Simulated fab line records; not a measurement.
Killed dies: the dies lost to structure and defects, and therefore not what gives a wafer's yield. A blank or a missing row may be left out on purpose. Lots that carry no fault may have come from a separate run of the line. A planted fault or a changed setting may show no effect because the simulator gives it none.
fab line records | flow sky130 | part 1 of 2: steps 1 to 28 of 42
[record] lots = 5 | wafers = 15 | last-day = 50
route steps=708 shown VIA3@573 METAL4@598 CAP2M@603
lots that met no fault: taken from a fault-free run of the same line
start-h: hours from the record's first day to the start of the lot's first wafer shown | wait-h: hours from the lot's prior step to this one | " unchanged from the row above | L1.1+2: a single row standing in for several wafers | - no value, or no start was given | * or withheld: withheld | < > ~ a bound
route shown NAME@n: names a module that has steps shown in the file, with the first one's number in the route | usual: mean/standard deviation of fault-free wafers | same: alike in all rows | chamber/n: place in a boat | sites: per-site readings | _std_site: their standard deviation | _edge_site: mean of outer sites minus mean of inner sites | radius-mm: for every site, how far away it sits from the centre of the wafer | mask NAME#n: copy n | behind: the last tool/chamber to shape the wafer | hold: why the lot went on hold/how many hours it stayed there/how the hold came to an end | device: transistor that didn't switch, given as n, p or np | end of line: tests of these same wafers at the route's end | step lacking rows: just its recipe | killed: count of dies lost to structure and defects at first sort (not the wafer's yield) | map: dies across one wafer; x = killed, . = not, _ = none there
set.NAME: setting as actually run; set.NAME@STEP: the setting as run at that earlier step | model.NAME: the simulator's own value behind a step, which no gauge read
lots seen at some steps along the route; tables by step, rows by wafer
services: a tool's chamber out of use, with start hour (start-h, from the record's first day; less than 0 if before it), hours out, and reason
[[steps]]
[step SKY_VIA3_HDPCVD_00]
[recipe] material = SiO2 | target-thk-nm = 1635 | sigma-open-frac = 0.3 | time-s = 272.5 | temp-c = 400 | sih4-flow-sccm = 60 | pressure-mtorr = 6
[usual] sih4-flow-sccm = 60.00/0.17
lot.wafer | tool      | chamber | start-h | wait-h | sih4-flow-sccm
L074.2    | hdpcvd-01 | 2       | 898.43  | 0.0    | 59.82
L074.3    | "         | 0       | "       | "      | 60.08
L074.6    | "         | 0       | "       | "      | 59.96
L077.2    | hdpcvd-02 | 1       | 928.71  | 0.0    | 59.97
L077.4    | "         | 0       | "       | "      | 59.93
L077.6    | "         | 1       | "       | "      | 59.98
L083.1    | hdpcvd-02 | 0       | 964.04  | 0.0    | 59.84
L083.2    | "         | 1       | "       | "      | 60.15
L083.4    | "         | 1       | "       | "      | 60.23
L088.2    | hdpcvd-02 | 2       | 997.71  | 0.0    | 60.09
L088.3    | "         | 1       | "       | "      | 60.03
L088.6    | "         | 0       | "       | "      | 60.02
L097.2    | hdpcvd-02 | 1       | 1053.43 | 0.0    | 60.19
L097.4    | "         | 1       | "       | "      | 60.27
L097.5    | "         | 2       | "       | "      | 60.17
[step SKY_VIA3_THK_MEAS_01]
[recipe] reads = SiO2_of_VIA3_HDPCVD_00
[usual] VIA3_HDPCVD_THK = 1630/16
lot.wafer | tool          | chamber | start-h | wait-h | VIA3_HDPCVD_THK[nm]
L074.2    | film-metro-02 | -       | 898.61  | 0.1    | 1626
L074.3    | "             | -       | "       | "      | 1637
L074.6    | "             | -       | "       | "      | 1633
L077.2    | film-metro-04 | -       | 928.89  | 0.1    | 1604
L077.4    | "             | -       | "       | "      | 1606
L077.6    | "             | -       | "       | "      | 1621
L083.1    | film-metro-04 | -       | 964.21  | 0.1    | 1611
L083.2    | "             | -       | "       | "      | 1636
L083.4    | "             | -       | "       | "      | 1634
L088.2    | film-metro-01 | -       | 997.88  | 0.1    | 1621
L088.3    | "             | -       | "       | "      | 1654
L088.6    | "             | -       | "       | "      | 1642
L097.2    | film-metro-02 | -       | 1053.61 | 0.1    | 1638
L097.4    | "             | -       | "       | "      | 1641
L097.5    | "             | -       | "       | "      | 1634
[step SKY_VIA3_CMP_02]
[recipe] material = SiO2 | down-force-psi = 4 | platen-rpm = 60 | pad-velocity-m-s = 0.94248
[usual] motor-current-A = 12.0/1.7
lot.wafer | tool   | chamber | start-h | wait-h | motor-current-A
L074.3    | cmp-01 | 1       | 898.66  | 0.0    | 12.0
L074.2    | "      | 2       | "       | "      | 10.9
L074.6    | "      | 2       | "       | "      | 10.5
L077.2    | cmp-02 | 0       | 928.94  | 0.0    | 10.8
L077.4    | "      | 2       | "       | "      | 14.5
L077.6    | "      | 0       | "       | "      | 11.5
L083.1    | cmp-01 | 3       | 964.27  | 0.1    | 15.3
L083.4    | "      | 1       | "       | "      | 11.7
L083.2    | "      | 2       | "       | "      | 11.3
L088.3    | cmp-01 | 2       | 998.03  | 0.1    | 11.7
L088.2    | "      | 3       | "       | "      | 14.7
L088.6    | "      | 1       | "       | "      | 12.5
L097.4    | cmp-01 | 1       | 1053.71 | 0.1    | 12.0
L097.2    | "      | 2       | "       | "      | 11.8
L097.5    | "      | 0       | "       | "      | 10.4
[step SKY_VIA3_BOW_MEAS_03]
[recipe] mode = bow
[usual] VIA3_BOW = 81/7.3
lot.wafer | tool          | chamber | start-h | wait-h | VIA3_BOW[um]
L074.2    | film-metro-04 | -       | 898.98  | 0.2    | 85
L074.3    | "             | -       | "       | "      | 81
L074.6    | "             | -       | "       | "      | 93
L077.2    | film-metro-02 | -       | 929.26  | 0.3    | 81
L077.4    | "             | -       | "       | "      | 84
L077.6    | "             | -       | "       | "      | 87
L083.1    | film-metro-04 | -       | 964.57  | 0.2    | 80
L083.2    | "             | -       | "       | "      | 82
L083.4    | "             | -       | "       | "      | 69
L088.2    | film-metro-01 | -       | 998.25  | 0.1    | 81
L088.3    | "             | -       | "       | "      | 90
L088.6    | "             | -       | "       | "      | 74
L097.2    | film-metro-04 | -       | 1053.98 | 0.2    | 83
L097.4    | "             | -       | "       | "      | 94
L097.5    | "             | -       | "       | "      | 83
[step SKY_VIA3_DEHYDRATE_04]
[recipe] temp-c = 200 | time-s = 60
lot.wafer  | tool           | chamber | start-h | wait-h
L074.2+3+6 | litho-track-03 | 0       | 910.46  | 11.5
L077.2+4+6 | litho-track-01 | 0       | 941.20  | 11.9
L083.1+2+4 | litho-track-01 | 0       | 976.08  | 11.5
L088.2+3+6 | litho-track-01 | 0       | 1008.85 | 10.6
L097.2+4+5 | litho-track-02 | 0       | 1064.69 | 10.7
[step SKY_VIA3_HMDS_05]
[recipe] prime-time-s = 60 | prime-temp-c = 120
lot.wafer  | tool           | chamber | start-h | wait-h
L074.2+3+6 | litho-track-03 | 0       | 910.61  | 0.1
L077.2+4+6 | litho-track-01 | 0       | 941.35  | 0.1
L083.1+2+4 | litho-track-01 | 0       | 976.23  | 0.1
L088.2+3+6 | litho-track-01 | 0       | 1009.00 | 0.1
L097.2+4+5 | litho-track-02 | 0       | 1064.84 | 0.1
[step SKY_VIA3_COAT_06]
[recipe] resist = BARC | temp-c = withheld | time-s = withheld | spin-rpm = 3000 | resist-thk-nm = 60
lot.wafer  | tool           | chamber | start-h | wait-h
L074.2+3+6 | litho-track-03 | 0       | 910.76  | 0.1
L077.2+4+6 | litho-track-01 | 0       | 941.50  | 0.1
L083.1+2+4 | litho-track-01 | 0       | 976.38  | 0.1
L088.2+3+6 | litho-track-01 | 0       | 1009.15 | 0.1
L097.2+4+5 | litho-track-02 | 0       | 1064.99 | 0.1
[step SKY_VIA3_COAT_07]
[recipe] resist = KrF-thick | spin-rpm = 3000 | resist-thk-nm = 450
lot.wafer  | tool           | chamber | start-h | wait-h
L074.2+3+6 | litho-track-03 | 0       | -       | -
L077.2+4+6 | litho-track-01 | 0       | -       | -
L083.1+2+4 | litho-track-01 | 0       | -       | -
L088.2+3+6 | litho-track-01 | 0       | -       | -
L097.2+4+5 | litho-track-02 | 0       | -       | -
[step SKY_VIA3_SOFTBAKE_08]
[recipe] temp-c = 100 | time-s = 90 | resist = KrF-thick
lot.wafer  | tool           | chamber | start-h | wait-h
L074.2+3+6 | litho-track-03 | 0       | -       | -
L077.2+4+6 | litho-track-01 | 0       | -       | -
L083.1+2+4 | litho-track-01 | 0       | -       | -
L088.2+3+6 | litho-track-01 | 0       | -       | -
L097.2+4+5 | litho-track-02 | 0       | -       | -
[step SKY_VIA3_EXPOSE_09]
[recipe] mask-id = VIM3 | na = 0.8 | source-shape = annular | sigma-inner = 0.55 | sigma-outer = 0.85 | target-cd-nm = 200 | dose-mj = 38
lot.wafer  | tool           | chamber | start-h | wait-h | mask
L074.2+3+6 | krf-scanner-02 | 0       | -       | -      | VIM3#0
L077.2+4+6 | krf-scanner-02 | 0       | -       | -      | VIM3#0
L083.1+2+4 | krf-scanner-01 | 0       | -       | -      | VIM3#0
L088.2+3+6 | krf-scanner-01 | 0       | -       | -      | VIM3#0
L097.2+4+5 | krf-scanner-02 | 0       | -       | -      | VIM3#0
[step SKY_VIA3_PEB_10]
[recipe] peb-temp-c = withheld | peb-time-s = withheld | resist = KrF-thick
lot.wafer  | tool           | chamber | start-h | wait-h
L074.2+3+6 | litho-track-03 | 0       | -       | -
L077.2+4+6 | litho-track-03 | 0       | -       | -
L083.1+2+4 | litho-track-02 | 0       | -       | -
L088.2+3+6 | litho-track-03 | 0       | -       | -
L097.2+4+5 | litho-track-03 | 0       | -       | -
[step SKY_VIA3_DEVELOP_11]
[recipe] develop-time-s = 60 | resist = KrF-thick | dev-temp-c = 21
lot.wafer  | tool           | chamber | start-h | wait-h
L074.2+3+6 | litho-track-03 | 0       | -       | -
L077.2+4+6 | litho-track-03 | 0       | -       | -
L083.1+2+4 | litho-track-02 | 0       | -       | -
L088.2+3+6 | litho-track-03 | 0       | -       | -
L097.2+4+5 | litho-track-03 | 0       | -       | -
[step SKY_VIA3_CD_MEAS_12]
[recipe] target-cd-nm = 200
[usual] cd-nm = 199.3/1.6
lot.wafer | tool      | chamber | start-h | wait-h | cd-nm
L074.2    | cd-sem-01 | -       | 923.81  | -      | 198.0
L074.3    | "         | -       | "       | "      | 199.1
L074.6    | "         | -       | "       | "      | 197.6
L077.2    | cd-sem-01 | -       | 953.41  | -      | 199.5
L077.4    | "         | -       | "       | "      | 201.0
L077.6    | "         | -       | "       | "      | 200.8
L083.1    | cd-sem-01 | -       | 988.61  | -      | 198.5
L083.2    | "         | -       | "       | "      | 197.5
L083.4    | "         | -       | "       | "      | 198.0
L088.2    | cd-sem-01 | -       | 1021.66 | -      | 198.4
L088.3    | "         | -       | "       | "      | 199.1
L088.6    | "         | -       | "       | "      | 198.5
L097.2    | cd-sem-02 | -       | 1075.31 | -      | 196.9
L097.4    | "         | -       | "       | "      | 198.3
L097.5    | "         | -       | "       | "      | 198.1
[step SKY_VIA3_OVL_MEAS_13]
[usual] VIA3_OVL = 2/6
lot.wafer | tool       | chamber | start-h | wait-h | VIA3_OVL[nm]
L074.2    | overlay-01 | -       | 923.91  | 0.1    | 0
L074.3    | "          | -       | "       | "      | 7
L074.6    | "          | -       | "       | "      | 5
L077.2    | overlay-01 | -       | 953.51  | 0.1    | 15
L077.4    | "          | -       | "       | "      | 10
L077.6    | "          | -       | "       | "      | 12
L083.1    | overlay-02 | -       | 988.73  | 0.1    | 1
L083.2    | "          | -       | "       | "      | 7
L083.4    | "          | -       | "       | "      | -2
L088.2    | overlay-02 | -       | 1021.76 | 0.1    | -6
L088.3    | "          | -       | "       | "      | -5
L088.6    | "          | -       | "       | "      | -6
L097.2    | overlay-02 | -       | 1075.41 | 0.1    | 1
L097.4    | "          | -       | "       | "      | 2
L097.5    | "          | -       | "       | "      | 5
[step SKY_VIA3_ETCH_14]
[recipe] chemistry = N2/H2 | target = BARC | ion-energy-ev = 200 | source-w = 500 | bias-w = 100 | pressure-mtorr = 30 | n2-flow-sccm = 100 | h2-flow-sccm = 200 | stop-on = SiO2 | time-s = 45.9 | target-depth-a = 600
[usual] bias-w = 100.0/0.3 | drypump-motor-current-A = 5.6/0.42 | oes-product-au = 0.854/0.0049 | throttle-valve-pct = 13.226/0.0087
lot.wafer | tool        | chamber | start-h | wait-h | bias-w | drypump-motor-current-A | oes-product-au | rf-hours-counter-h | throttle-valve-pct
L074.2    | rie-diel-02 | 2       | 923.94  | 0.0    | 100.2  | 5.2                     | 0.857          | 7                  | 13.229
L074.3    | "           | 0       | "       | "      | 100.0  | 5.5                     | 0.856          | 9                  | 13.224
L074.6    | "           | 1       | "       | "      | 100.4  | 6.2                     | 0.852          | -                  | 13.220
L077.2    | rie-diel-02 | 3       | 953.54  | 0.0    | 99.9   | 5.9                     | 0.853          | 24                 | 13.221
L077.4    | "           | 1       | "       | "      | 100.9  | 6.2                     | 0.850          | 6                  | 13.229
L077.6    | "           | 2       | "       | "      | 99.9   | 5.2                     | 0.843          | -                  | 13.240
L083.1    | rie-diel-03 | 2       | 988.77  | 0.0    | 99.9   | 5.5                     | 0.848          | 6                  | 13.221
L083.2    | "           | 1       | "       | "      | 100.4  | 6.3                     | 0.859          | 8                  | 13.214
L083.4    | "           | 3       | "       | "      | 100.6  | 5.6                     | 0.852          | 5                  | 13.237
L088.2    | rie-diel-04 | 1       | 1021.79 | 0.0    | 99.9   | 5.4                     | 0.845          | 10                 | 13.229
L088.3    | "           | 3       | "       | "      | 100.0  | 6.3                     | 0.851          | 6                  | 13.207
L088.6    | "           | 0       | "       | "      | 99.8   | 4.9                     | 0.849          | -                  | 13.229
L097.2    | rie-diel-04 | 3       | 1075.44 | 0.0    | 100.0  | 6.3                     | 0.854          | 7                  | 13.228
L097.4    | "           | 2       | "       | "      | 100.4  | 5.5                     | 0.862          | 16                 | 13.209
L097.5    | "           | 0       | "       | "      | 100.1  | 4.9                     | 0.857          | -                  | 13.216
[step SKY_VIA3_ETCH_15]
[recipe] target = SiO2 | chemistry = C4F8/O2/Ar | target-depth-nm = 507 | stop-on = TiN | mask-material = KrF-thick | source-w = 1500 | bias-w = 1200 | pressure-mtorr = 40 | c4f8-flow-sccm = withheld | O2_flow_sccm = 6 | Ar_flow_sccm = 300 | time-s = 78
[usual] bias-w = 1200/3.5 | oes-product-au = 0.945/0.0049
lot.wafer | tool        | chamber | start-h | wait-h | bias-w | oes-product-au | rf-hours-counter-h
L074.2    | rie-diel-02 | 2       | 923.99  | 0.0    | 1203   | 0.954          | 7
L074.3    | "           | 0       | "       | "      | 1202   | 0.946          | 9
L074.6    | "           | 1       | "       | "      | 1198   | 0.942          | -
L077.2    | rie-diel-02 | 3       | 953.59  | 0.0    | 1205   | 0.938          | 24
L077.4    | "           | 1       | "       | "      | 1196   | 0.948          | 6
L077.6    | "           | 2       | "       | "      | 1197   | 0.944          | -
L083.1    | rie-diel-03 | 2       | 988.81  | 0.0    | 1201   | 0.946          | 6
L083.2    | "           | 1       | "       | "      | 1195   | 0.958          | 8
L083.4    | "           | 3       | "       | "      | 1196   | 0.944          | 5
L088.2    | rie-diel-04 | 1       | 1021.84 | 0.0    | 1200   | 0.944          | 10
L088.3    | "           | 3       | "       | "      | 1200   | 0.936          | 6
L088.6    | "           | 0       | "       | "      | 1202   | 0.944          | -
L097.2    | rie-diel-04 | 3       | 1075.49 | 0.0    | 1203   | 0.947          | 7
L097.4    | "           | 2       | "       | "      | 1203   | 0.946          | 16
L097.5    | "           | 0       | "       | "      | 1198   | 0.952          | -
[step SKY_VIA3_STRIP_16]
[recipe] chemistry = O2/N2 | power-w = 1400 | pressure-mtorr = 1500 | platen-temp-c = withheld | o2-flow-sccm = 3000 | n2-flow-sccm = 300 | overash-fraction = 0.5
[usual] drypump-motor-current-A = 5.8/0.47 | oes-product-au = 0.402/0.0048 | strip-time-to-endpoint-s = 4.137/0.022
lot.wafer | tool            | chamber | start-h | wait-h | drypump-motor-current-A | oes-product-au | rf-hours-counter-h | strip-time-to-endpoint-s
L074.2    | plasma-asher-04 | 1       | 924.05  | 0.0    | 5.8                     | 0.403          | 112                | 4.157
L074.3    | "               | 1       | "       | "      | 5.8                     | 0.398          | -                  | 4.132
L074.6    | "               | 1       | "       | "      | 5.8                     | 0.394          | -                  | 4.131
L077.2    | plasma-asher-02 | 1       | 953.65  | 0.0    | 5.4                     | 0.400          | 54                 | 4.154
L077.4    | "               | 1       | "       | "      | 5.4                     | 0.394          | -                  | 4.170
L077.6    | "               | 1       | "       | "      | 5.4                     | 0.406          | -                  | 4.152
L083.1    | plasma-asher-04 | 1       | 988.87  | 0.0    | 5.8                     | 0.403          | 119                | 4.100
L083.2    | "               | 0       | "       | "      | 5.3                     | 0.403          | 119                | 4.131
L083.4    | "               | 1       | "       | "      | 5.8                     | 0.405          | -                  | 4.103
L088.2    | plasma-asher-04 | 1       | 1021.90 | 0.0    | 5.8                     | 0.398          | 122                | 4.118
L088.3    | "               | 1       | "       | "      | 5.8                     | 0.400          | -                  | 4.117
L088.6    | "               | 0       | "       | "      | 5.3                     | 0.401          | -                  | 4.119
L097.2    | plasma-asher-03 | 0       | 1075.55 | 0.0    | 5.5                     | 0.396          | 91                 | 4.156
L097.4    | "               | 0       | "       | "      | 5.4                     | 0.398          | -                  | 4.165
L097.5    | "               | 1       | "       | "      | 6.6                     | 0.407          | -                  | 4.168
[step SKY_VIA3_STRIP_17]
[recipe] chemistry = post-etch-residue-remover | time-s = 1200 | temp-c = 72.5
[usual] bath-heat-duty-pct = 14.9/1.6
lot.wafer | tool         | chamber | start-h | wait-h | bath-heat-duty-pct
L074.2    | wet-bench-02 | 3       | 924.15  | 0.1    | 13.0
L074.3    | "            | 3       | "       | "      | 12.6
L074.6    | "            | 3       | "       | "      | 14.4
L077.2    | wet-bench-03 | 0       | 953.75  | 0.1    | 17.0
L077.4    | "            | 0       | "       | "      | 18.0
L077.6    | "            | 0       | "       | "      | 18.3
L083.1    | wet-bench-02 | 3       | 988.97  | 0.1    | 13.4
L083.2    | "            | 3       | "       | "      | 13.6
L083.4    | "            | 3       | "       | "      | 14.2
L088.2    | wet-bench-03 | 1       | 1022.00 | 0.1    | 16.0
L088.3    | "            | 1       | "       | "      | 16.4
L088.6    | "            | 1       | "       | "      | 14.9
L097.2    | wet-bench-03 | 3       | 1075.65 | 0.1    | 15.4
L097.4    | "            | 3       | "       | "      | 14.9
L097.5    | "            | 3       | "       | "      | 14.1
[step SKY_VIA3_CLEAN_18]
[recipe] chemistry = IPA | time-s = 180 | temp-c = 25
[usual] bath-heat-duty-pct = 6.5/0.69
lot.wafer | tool         | chamber | start-h | wait-h | bath-heat-duty-pct
L074.2    | wet-bench-01 | 1       | 924.49  | 0.0    | 5.5
L074.3    | "            | 1       | "       | "      | 6.6
L074.6    | "            | 1       | "       | "      | 7.5
L077.2    | wet-bench-03 | 2       | 954.12  | 0.0    | 6.3
L077.4    | "            | 2       | "       | "      | 7.8
L077.6    | "            | 2       | "       | "      | 7.8
L083.1    | wet-bench-01 | 1       | 989.31  | 0.0    | 6.5
L083.2    | "            | 1       | "       | "      | 7.0
L083.4    | "            | 1       | "       | "      | 6.0
L088.2    | wet-bench-01 | 1       | 1022.34 | 0.0    | 6.4
L088.3    | "            | 1       | "       | "      | 6.9
L088.6    | "            | 1       | "       | "      | 6.2
L097.2    | wet-bench-02 | 2       | 1075.99 | 0.0    | 8.0
L097.4    | "            | 2       | "       | "      | 6.6
L097.5    | "            | 2       | "       | "      | 8.0
[step SKY_VIA3_CLEAN_19]
[recipe] chemistry = O3/DIW | dry = n2-spin
lot.wafer  | tool         | chamber | start-h | wait-h
L074.2+3+6 | wet-bench-03 | 3       | 924.55  | 0.0
L077.2+4+6 | wet-bench-03 | 1       | 954.18  | 0.0
L083.1+2+4 | wet-bench-03 | 1       | 989.37  | 0.0
L088.2+3+6 | wet-bench-01 | 0       | 1022.40 | 0.0
L097.2+4+5 | wet-bench-02 | 2       | 1076.05 | 0.0
[step SKY_VIA3_SPUTTER_20]
[recipe] material = TiN | target-thk-nm = 20 | chamber-pressure-pa = 5 | power-w = 4000 | time-s = 80
[usual] throttle-valve-pct = 29.6/1.1
lot.wafer | tool           | chamber | start-h | wait-h | throttle-valve-pct
L074.2    | pvd-sputter-04 | -       | 924.64  | 0.0    | 31.8
L074.3    | "              | -       | "       | "      | 27.9
L074.6    | "              | -       | "       | "      | 28.2
L077.2    | pvd-sputter-01 | -       | 954.28  | 0.0    | 30.4
L077.4    | "              | -       | "       | "      | 30.7
L077.6    | "              | -       | "       | "      | 30.9
L083.1    | pvd-sputter-02 | -       | 989.46  | 0.0    | 29.1
L083.2    | "              | -       | "       | "      | 30.0
L083.4    | "              | -       | "       | "      | 30.6
L088.2    | pvd-sputter-04 | -       | 1022.49 | 0.0    | 28.8
L088.3    | "              | -       | "       | "      | 28.7
L088.6    | "              | -       | "       | "      | 31.8
L097.2    | pvd-sputter-04 | -       | 1076.15 | 0.0    | 28.3
L097.4    | "              | -       | "       | "      | 28.7
L097.5    | "              | -       | "       | "      | 28.0
[step SKY_VIA3_CVD_21]
[recipe] material = W | target-thk-nm = 390 | time-s = 117.31 | temp-c = 400 | pressure-torr = 40
[usual] heater-power-w = 851/49
lot.wafer | tool     | chamber | start-h | wait-h | heater-power-w
L074.2    | cvd-w-02 | 0       | 924.70  | 0.0    | 876
L074.3    | "        | 0       | "       | "      | 880
L074.6    | "        | 1       | "       | "      | 784
L077.2    | cvd-w-01 | 1       | 954.34  | 0.0    | 908
L077.4    | "        | 1       | "       | "      | 916
L077.6    | "        | 1       | "       | "      | 898
L083.1    | cvd-w-02 | 0       | 989.52  | 0.0    | 859
L083.2    | "        | 1       | "       | "      | 783
L083.4    | "        | 0       | "       | "      | 887
L088.2    | cvd-w-02 | 0       | 1022.55 | 0.0    | 893
L088.3    | "        | 0       | "       | "      | 886
L088.6    | "        | 0       | "       | "      | 886
L097.2    | cvd-w-02 | 0       | 1076.21 | 0.0    | 914
L097.4    | "        | 1       | "       | "      | 801
L097.5    | "        | 1       | "       | "      | 781
[step SKY_VIA3_RS_MEAS_22]
[recipe] thk-meas-gauge = four-point-probe | reads = W_of_VIA3_CVD_21+TiN_of_VIA3_SPUTTER_20
[usual] VIA3_W_RS = 0.294/0.0031
lot.wafer | tool          | chamber | start-h | wait-h | VIA3_W_RS[ohm/sq]
L074.2    | film-metro-02 | -       | 924.84  | 0.1    | 0.297
L074.3    | "             | -       | "       | "      | 0.295
L074.6    | "             | -       | "       | "      | 0.292
L077.2    | film-metro-01 | -       | 954.49  | 0.1    | 0.292
L077.4    | "             | -       | "       | "      | 0.289
L077.6    | "             | -       | "       | "      | 0.295
L083.1    | film-metro-01 | -       | 989.65  | 0.1    | 0.294
L083.2    | "             | -       | "       | "      | 0.292
L083.4    | "             | -       | "       | "      | 0.295
L088.2    | film-metro-02 | -       | 1022.69 | 0.1    | 0.297
L088.3    | "             | -       | "       | "      | 0.295
L088.6    | "             | -       | "       | "      | 0.296
L097.2    | film-metro-04 | -       | 1076.36 | 0.1    | 0.293
L097.4    | "             | -       | "       | "      | 0.294
L097.5    | "             | -       | "       | "      | 0.297
[step SKY_VIA3_THK_MEAS_23]
[recipe] thk-meas-gauge = xrf | reads = W_of_VIA3_CVD_21
[usual] VIA3_W_THK = 393/7.6
lot.wafer | tool          | chamber | start-h | wait-h | VIA3_W_THK[nm]
L074.2    | film-metro-02 | -       | 924.95  | 0.1    | 393
L074.3    | "             | -       | "       | "      | 397
L074.6    | "             | -       | "       | "      | 400
L077.2    | film-metro-01 | -       | 954.60  | 0.1    | 407
L077.4    | "             | -       | "       | "      | 407
L077.6    | "             | -       | "       | "      | 402
L083.1    | film-metro-01 | -       | 989.77  | 0.1    | 402
L083.2    | "             | -       | "       | "      | 403
L083.4    | "             | -       | "       | "      | 401
L088.2    | film-metro-02 | -       | 1022.80 | 0.1    | 395
L088.3    | "             | -       | "       | "      | 397
L088.6    | "             | -       | "       | "      | 397
L097.2    | film-metro-04 | -       | 1076.47 | 0.1    | 391
L097.4    | "             | -       | "       | "      | 388
L097.5    | "             | -       | "       | "      | 386
[step SKY_VIA3_CMP_24]
[recipe] stop-on = SiO2 | t-overpolish-s = 20 | down-force-psi = 3.5 | platen-rpm = 60 | target-thk-nm = 0 | pad-velocity-m-s = 0.94248
[usual] motor-current-A = 11.1/1.6 | overpolish-run-s = 20.000/0.0088 | time-to-endpoint-s = 94/3.4
lot.wafer | tool   | chamber | start-h | wait-h | motor-current-A | overpolish-run-s | time-to-endpoint-s
L074.3    | cmp-01 | 3       | 925.00  | 0.0    | 13.9            | 20.009           | 97
L074.2    | "      | 1       | "       | "      | 11.4            | 20.014           | 96
L074.6    | "      | 0       | "       | "      | 9.3             | 20.015           | 96
L077.4    | cmp-01 | 1       | 954.70  | 0.1    | 10.9            | 20.009           | 99
L077.2    | "      | 3       | "       | "      | 13.1            | 19.995           | 98
L077.6    | "      | 0       | "       | "      | 8.9             | 20.005           | 95
L083.4    | cmp-02 | 1       | 989.88  | 0.1    | 11.5            | 19.992           | 93
L083.1    | "      | 2       | "       | "      | 13.4            | 19.994           | 96
L083.2    | "      | 3       | "       | "      | 9.0             | 20.008           | 92
L088.3    | cmp-01 | 2       | 1022.95 | 0.1    | 10.2            | 20.012           | 97
L088.2    | "      | 3       | "       | "      | 13.9            | 20.005           | 94
L088.6    | "      | 0       | "       | "      | 9.3             | 19.981           | 94
L097.4    | cmp-01 | 2       | 1076.57 | 0.1    | 10.9            | 19.994           | 89
L097.2    | "      | 0       | "       | "      | 9.5             | 19.993           | 90
L097.5    | "      | 1       | "       | "      | 10.9            | 19.985           | 91
[step SKY_METAL4_SPUTTER_00]
[recipe] material = Ti | target-thk-nm = 15 | power-w = 3000 | time-s = 10 | chamber-pressure-pa = 0.4
[usual] throttle-valve-pct = 30.2/0.93
lot.wafer | tool           | chamber | start-h | wait-h | throttle-valve-pct
L074.2    | pvd-sputter-03 | -       | 925.30  | 0.1    | 31.9
L074.3    | "              | -       | "       | "      | 29.8
L074.6    | "              | -       | "       | "      | 30.6
L077.2    | pvd-sputter-03 | -       | 954.95  | 0.1    | 29.5
L077.4    | "              | -       | "       | "      | 31.5
L077.6    | "              | -       | "       | "      | 30.4
L083.1    | pvd-sputter-03 | -       | 990.13  | 0.1    | 30.0
L083.2    | "              | -       | "       | "      | 29.3
L083.4    | "              | -       | "       | "      | 30.6
L088.2    | pvd-sputter-01 | -       | 1023.15 | 0.1    | 30.4
L088.3    | "              | -       | "       | "      | 30.9
L088.6    | "              | -       | "       | "      | 30.3
L097.2    | pvd-sputter-03 | -       | 1076.82 | 0.1    | 30.5
L097.4    | "              | -       | "       | "      | 31.9
L097.5    | "              | -       | "       | "      | 31.8
[step SKY_METAL4_SPUTTER_01]
[recipe] material = TiN | target-thk-nm = 20 | power-w = 6500 | time-s = 16.7 | chamber-pressure-pa = 0.4
[usual] throttle-valve-pct = 30.2/0.93
lot.wafer | tool           | chamber | start-h | wait-h | throttle-valve-pct
L074.2    | pvd-sputter-03 | -       | 925.32  | 0.0    | 32.0
L074.3    | "              | -       | "       | "      | 29.5
L074.6    | "              | -       | "       | "      | 30.8
L077.2    | pvd-sputter-03 | -       | 954.97  | 0.0    | 29.8
L077.4    | "              | -       | "       | "      | 31.8
L077.6    | "              | -       | "       | "      | 30.2
L083.1    | pvd-sputter-03 | -       | 990.15  | 0.0    | 30.1
L083.2    | "              | -       | "       | "      | 29.6
L083.4    | "              | -       | "       | "      | 30.5
L088.2    | pvd-sputter-01 | -       | 1023.17 | 0.0    | 30.3
L088.3    | "              | -       | "       | "      | 30.7
L088.6    | "              | -       | "       | "      | 30.4
L097.2    | pvd-sputter-03 | -       | 1076.84 | 0.0    | 30.1
L097.4    | "              | -       | "       | "      | 32.0
L097.5    | "              | -       | "       | "      | 31.9
[step SKY_METAL4_SPUTTER_02]
[recipe] material = AlCu | target-thk-nm = 735 | power-w = 10600 | time-s = 39.1 | chamber-pressure-pa = 0.4
[usual] throttle-valve-pct = 30.2/0.95
lot.wafer | tool           | chamber | start-h | wait-h | throttle-valve-pct
L074.2    | pvd-sputter-03 | -       | 925.35  | 0.0    | 32.0
L074.3    | "              | -       | "       | "      | 29.6
L074.6    | "              | -       | "       | "      | 30.6
L077.2    | pvd-sputter-03 | -       | 954.99  | 0.0    | 29.6
L077.4    | "              | -       | "       | "      | 31.9
L077.6    | "              | -       | "       | "      | 30.5
L083.1    | pvd-sputter-03 | -       | 990.17  | 0.0    | 30.1
L083.2    | "              | -       | "       | "      | 29.7
L083.4    | "              | -       | "       | "      | 31.0
L088.2    | pvd-sputter-01 | -       | 1023.20 | 0.0    | 30.3
L088.3    | "              | -       | "       | "      | 30.8
L088.6    | "              | -       | "       | "      | 30.2
L097.2    | pvd-sputter-03 | -       | 1076.86 | 0.0    | 30.4
L097.4    | "              | -       | "       | "      | 32.1
L097.5    | "              | -       | "       | "      | 31.9
